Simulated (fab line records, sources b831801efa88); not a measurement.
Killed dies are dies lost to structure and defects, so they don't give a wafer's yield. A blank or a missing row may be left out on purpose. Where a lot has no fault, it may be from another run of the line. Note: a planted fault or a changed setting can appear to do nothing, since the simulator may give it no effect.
Problem report in the 8D (eight disciplines) form, filled by code ; flow sky130 ; the parts of the form that need people (team, actions taken, sign-off) are left out

## 1. THE PROBLEM
Mean of oes_product_au at SKY_PWDE_STRIP_09: 0.967 a.u. over 3 wafers from 1 lot, against 0.723 a.u. (standard deviation 0.004) on wafers with no fault. That puts it +61 standard deviations away from the usual mean.
The step: strips in O2/N2.
Earliest sighting: wafer L230.1 on plasma_asher-04 at day 7 06:05. Wafers with a number at this step in the record: 39, from 13 lots. The rule behind "out" and "out of limits": a value lying over 4 standard deviations away from the usual mean. The other wafers with a number count as sound.

## 2. WHAT IT IS, WHAT IT ISN'T
question;is;is not
which readings at this step;oes_product_au;chamber_pressure_mTorr, drypump_motor_current_A
which lots;L230;L217, L218, L219, L220, L223, L224, L226, L234, L235, L236, L238, L239
which wafers of those lots;all that have a number;-
read on which tools;plasma_asher-04;plasma_asher-01, plasma_asher-03
when;from day 7 06:05;"up to then (21 sound wafers); but 15 sound wafers of L234, L235, L236, L238, L239 came after"

## 3. SUSPECTS, AND WHAT RULES EACH OUT
Counting: a tool at a process step up to the reading stays a suspect if it ran every lot that is out and no sound lot after the first of them.
- rie_diel-03 at SKY_FIELD_ISO_ETCH_14 (etches BARC in N2/H2, stops on SiO2, time 45.9 s, target depth 60 nm): ruled out as a lasting fault. After its first lot that is out, L230 (day 5 07:29), sound lots L239 ran on it.
- plasma_asher-04 at SKY_PWDE_STRIP_09 (strips in O2/N2): kept. It ran the lot that is out, L230 (day 7 06:05), and no sound lot after that; its last sound lot up to then is L226 (day 6 04:16). Its own oes_product_au readings are out on those wafers.
Left after counting: plasma_asher-04 at SKY_PWDE_STRIP_09.

## 4. THE CAUSE (what the simulator had put in)
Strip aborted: plasma_asher-04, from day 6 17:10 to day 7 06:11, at SKY_PWDE_STRIP_09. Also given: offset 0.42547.
The count eliminated every tool but this one.

## 5. THE CHAIN OF EFFECTS, in route order
Each row: a reading whose mean over the struck wafers that have a number lies more than 3 standard deviations from the usual. Scope: only readings with a usual standard deviation given in the record; hours: median across lots of the time from each lot's start at the first step in this table that gives one to its start at this step; sigmas: change in usual standard deviations.
hours;step;reading;usual;on struck wafers;change;sigmas
0;SKY_PWDE_STRIP_09;oes_product_au;0.723 a.u.;0.967;+0.244;+61
21;SKY_NWELL_STRIP_14;strip_time_to_endpoint_s;36.85 s;42.11;+5.26;+57
It contains these process steps:
- SKY_PWDE_STRIP_09: strips in O2/N2.
- SKY_NWELL_STRIP_14: strips in O2/N2.
Readings that are blank on the struck wafers while sound wafers have them: strip_time_to_endpoint_s at SKY_PWDE_STRIP_09.

## 6. WHAT WOULD HAVE CAUGHT IT SOONER
13 hours passed between the start of the fault at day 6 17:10 and the first reading out of limits in this record, taken at day 7 06:05.
